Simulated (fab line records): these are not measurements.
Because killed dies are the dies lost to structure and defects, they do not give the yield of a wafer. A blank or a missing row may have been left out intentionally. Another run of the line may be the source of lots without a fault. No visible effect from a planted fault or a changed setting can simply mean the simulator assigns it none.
Problem report, 8D (eight disciplines) form, completed by code ; flow gf180mcu ; the parts of the form that need people (team, actions taken, sign-off) are left out
Where a reading is given only as a bound, like >300, the bound stands for it, and a mean or a difference that rests on one is marked > or <: the true number lies beyond.

## 1. WHAT IS WRONG
V2_W_RS at GF_V2_RS_MEAS_24 reads a mean of 44.056 ohm/sq on 6 wafers of 2 lots; wafers without a fault read 0.328 ohm/sq with a standard deviation of 0.0033. So: +99 or more standard deviations from the usual mean.
The step: measures by four-point-probe.
The first sign was on wafer L349.1 at day 25 19:33, on film metro-01. Wafers with a number at this step in the record: 33, from 11 lots. The rule behind "out" and "out of limits": a value lying over 4 standard deviations away from the usual mean. The other wafers with a number count as sound.

## 2. WHAT THIS IS AND IS NOT
question;is;is not
which readings at this step;V2_W_RS;-
which lots;L349, L350;L336, L338, L339, L341, L342, L345, L354, L355, L356
which wafers of those lots;all that have a number;-
read on which gauges;film metro-01;film metro-02, film metro-04
when;from day 25 19:33;"up to then (18 sound wafers); but 9 sound wafers of L354, L355, L356 came after"

## 3. WHAT RULES OUT EACH SUSPECT
Counting: any tool at a process step up to the reading is kept as a suspect provided that every lot that is out went through it and no sound lot did after the first of them.
- the gauge at GF_V2_RS_MEAS_24 is ruled out. All the wafers that are out were read on film metro-01, but those of them that GF_PASSIVATION_PROBE_99 has rows for are out there too, on other tools.
- cvd w-02 at GF_V2_CVD_23 (deposits W, target thk 350 nm, time 104.94 s): ruled out as a lasting fault. The sound lots L354 went through it after L349, its earliest lot that is out (day 25 19:26).
Left after counting: nothing in the record.

## 4. THE CAUSE (what the simulator had put in)
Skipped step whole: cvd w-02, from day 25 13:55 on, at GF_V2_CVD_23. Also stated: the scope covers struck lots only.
It was ruled out by counting, in error; the rule expects a fault to strike all lots run on its tool from its start on, and this fault did not.

## 5. THE EFFECT CHAIN, in route order
Each row: a reading where the mean over the struck wafers with a number is more than 3 standard deviations away from the usual. Only readings for which the record gives a usual standard deviation are gone through. hours: the time from each lot's start at the first step in this table that gives one to its start at this step, as a median over the lots. sigmas: the change in usual standard deviations.
hours;step;reading;usual;on struck wafers;change;sigmas
0;GF_V2_RS_MEAS_24;V2_W_RS;0.328 ohm/sq;44.056;+43.728;+99 or more
0;GF_V2_THK_MEAS_25;V2_W_THK;352 nm;<0;<-352;<-77
180;GF_PASSIVATION_PROBE_99;defect limited yield;90.4 %;0.0;-90.4;-65
180;GF_PASSIVATION_PROBE_99;killed_at_M0_to_M3;20;466;+446;+99 or more
180;GF_PASSIVATION_PROBE_99;killed dies;47;492;+445;+65
180;GF_PASSIVATION_PROBE_99;killed on rim;9.3;96.0;+86.7;+31
180;GF_PASSIVATION_PROBE_99;sort_bin_5_function;5.6 %;96.4;+90.8;+91
180;GF_PASSIVATION_PROBE_99;sort n pass;445;0;-445;-65
180;GF_PASSIVATION_PROBE_99;sort yield pct;90.4 %;0.0;-90.4;-65
Here are the process steps it includes:
- GF_PASSIVATION_PROBE_99
Readings that are blank on the struck wafers while sound wafers have them: chamber pressure Torr at GF_V2_CVD_23; heater power outer w at GF_V2_CVD_23; heater power w at GF_V2_CVD_23.

## 6. WHAT WOULD HAVE CAUGHT IT SOONER
Counted from the fault's start at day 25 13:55, it took 6 hours until the first out-of-limits reading at a measuring or inspecting step in this record, taken at day 25 19:33.
At GF_V2_CVD_23 the tool's readings are blank on the struck wafers, where sound wafers have them: an empty tool record is the first sign, and it was there at once.
